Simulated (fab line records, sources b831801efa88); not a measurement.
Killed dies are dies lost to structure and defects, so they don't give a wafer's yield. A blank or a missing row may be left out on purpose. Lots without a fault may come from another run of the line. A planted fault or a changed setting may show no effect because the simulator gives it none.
Chamber matching | flow sky130 | SKY_PASSIVATION_CVD_02 on pecvd-01: 3 sister chambers
The step deposits Si3N4, target thk 540 nm. 6 wafers are shown with their chamber, then 7 later ones without.

WAFERS WITH THEIR CHAMBER
wafer  | chamber | heater_power_w (W)
L709.2 | 1       | 725
L709.6 | 1       | 775
L710.3 | 2       | 597
L710.4 | 0       | 730
L713.1 | 2       | 563
L713.4 | 0       | 698

WAFERS WITHOUT THEIR CHAMBER
wafer  | heater_power_w (W)
L713.6 | 590
L714.1 | 761
L714.3 | 636
L714.6 | 768
L718.2 | 632
L718.3 | 759
L718.5 | 503

WHICH CHAMBER EACH WENT THROUGH
wafer  | from the rows above     | in truth
L713.6 | 2                       | 2
L714.1 | can't be placed: 1 or 0 | 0
L714.3 | can't be placed: 2 or 0 | 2
L714.6 | can't be placed: 1 or 0 | 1
L718.2 | can't be placed: 2 or 0 | 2
L718.3 | can't be placed: 1 or 0 | 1
L718.5 | 2                       | 2
Placed correctly: 2 of 7. Can't be placed from these rows: 5 (the true chamber is among the candidates in 5). Placed wrongly: 0.
How it was worked out, from the rows above alone: a wafer's distance from a chamber is the root of the sum, over the readings, of the square of ((its reading less the chamber's mean) divided by the reading's scatter). The wafer belongs to the nearest chamber; if the next one is less than 2 further off, it can't be placed. A chamber's mean is the mean of its shown wafers. The scatter: the root of (the sum of the squares of (reading less its chamber's mean) over the shown wafers, divided by (wafers less chambers)).
